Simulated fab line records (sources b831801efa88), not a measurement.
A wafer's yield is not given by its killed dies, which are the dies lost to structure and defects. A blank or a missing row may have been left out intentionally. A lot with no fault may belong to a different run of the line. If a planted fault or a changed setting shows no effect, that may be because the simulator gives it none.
The tool behind it: which one? + flow sky130 + 6 lots, 18 wafers sampled, at 2 steps of a route of 708

WHAT THE GAUGES SHOWED, per wafer
SKY_SONOS_ONO_THK_MEAS_05.
| lot  | measured     | on            | SONOS_ONO_CVD_04_THK (nm) |
|------|--------------|---------------|---------------------------|
| L854 | day 11 21:11 | film metro-01 | 5.92 6.00 5.88            |
| L857 | day 12 19:40 | film metro-04 | 5.60 5.67 5.60            |
| L859 | day 14 09:02 | film metro-04 | 5.86 5.74 5.73            |
| L864 | day 15 07:11 | film metro-03 | 9.60 9.60 9.62            |
| L874 | day 18 16:57 | film metro-03 | 5.63 5.62 5.68            |
| L876 | day 19 00:23 | film metro-04 | 5.72 5.67 5.71            |

WHICH TOOL RAN EACH LOT (tool, then ch and the chambers of the sampled wafers, then the start)
| lot  | SKY_SONOS_ONO_CVD_04        |
|------|-----------------------------|
| L854 | lpcvd-03 ch 1, day 11 19:56 |
| L857 | lpcvd-03 ch 0, day 12 18:24 |
| L859 | lpcvd-03 ch 0, day 14 07:46 |
| L864 | lpcvd-03 ch 0, day 15 05:18 |
| L874 | lpcvd-03 ch 0, day 18 15:05 |
| L876 | lpcvd-03 ch 1, day 18 23:08 |
- SKY_SONOS_ONO_CVD_04: deposits SiO2 from SiH4/N2O, target thk 5.7199 nm.

THE ANSWER, worked out from the rows above alone
Rule: the lots themselves supply what counts as usual. The widest of any qualifying gaps counts: lots, ordered by their means at a reading, are off when they make up no more than a third of the lots, leave a main group of 4 or more, and stand apart from it by 3 or more times the standard deviation of that group's means. A main group is skipped when, at the precision printed for the reading in the tables above, its means are all equal. Also off: a lot with no number at a reading for which 4 or more lots have one. Any other lot the step has rows for is counted as sound.
Off: at SKY_SONOS_ONO_THK_MEAS_05 (SONOS_ONO_CVD_04_THK), L864. Main group: mean 5.74 nm, sd 0.11.
A tool fits if, at a process step before that reading, it ran every lot that is off, and no sound lot after the first of them. Gauges at SKY_SONOS_ONO_THK_MEAS_05: tried the same way as those tools. No candidate that was tried fits.

WHAT THE SIMULATOR HAD INSERTED
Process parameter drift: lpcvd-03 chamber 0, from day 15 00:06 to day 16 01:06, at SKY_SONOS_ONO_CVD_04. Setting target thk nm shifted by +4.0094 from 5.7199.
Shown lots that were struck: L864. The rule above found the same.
